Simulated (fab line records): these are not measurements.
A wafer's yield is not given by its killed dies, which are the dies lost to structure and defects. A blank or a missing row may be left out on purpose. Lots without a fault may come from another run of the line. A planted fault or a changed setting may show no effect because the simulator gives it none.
Which of the tools did it?	flow gf180mcu	at 1 step of a route of 602, 7 lots with 21 wafers sampled

WHAT THE GAUGES SHOWED, per wafer
GF_STI_THK_MEAS_04.
lot	measured	on	STI_CVD_03_THK (nm)
L988	day 2 04:35	film-metro-03	206.4 205.6 205.8
L990	day 2 14:35	film-metro-03	205.4 206.2 203.8
L993	day 3 05:35	film-metro-03	210.6 209.6 209.8
L996	day 3 21:34	film-metro-02	210.3 209.8 210.6
L999	day 4 13:26	film-metro-03	210.2 211.2 209.9
L103	day 5 07:34	film-metro-02	208.5 206.8 206.3
L105	day 5 17:34	film-metro-02	210.0 210.0 207.5

EACH LOT AND THE TOOL THAT RAN IT (in order: tool; ch and the chambers of the sampled wafers; start)
The record shows no process step preceding these readings.

THE ANSWER, worked out from the rows above alone
Rule: the usual values come from the lots themselves. Put in order of their means at a reading, lots are off if they are a third of the lots or fewer, leave a main group of 4 or more, and stand apart from it by a gap of 3 or more times the standard deviation of the main group's means; of several such gaps the widest counts. A main group whose means are all the same, to the digits that the tables above print for the reading, isn't used. A lot without any number at a reading at which 4 lots or more have one is off too. Any other lot the step has rows for is counted as sound.
Nothing can be told from this: no lot is off at any reading shown.

WHAT HAD BEEN PUT IN BY THE SIMULATOR
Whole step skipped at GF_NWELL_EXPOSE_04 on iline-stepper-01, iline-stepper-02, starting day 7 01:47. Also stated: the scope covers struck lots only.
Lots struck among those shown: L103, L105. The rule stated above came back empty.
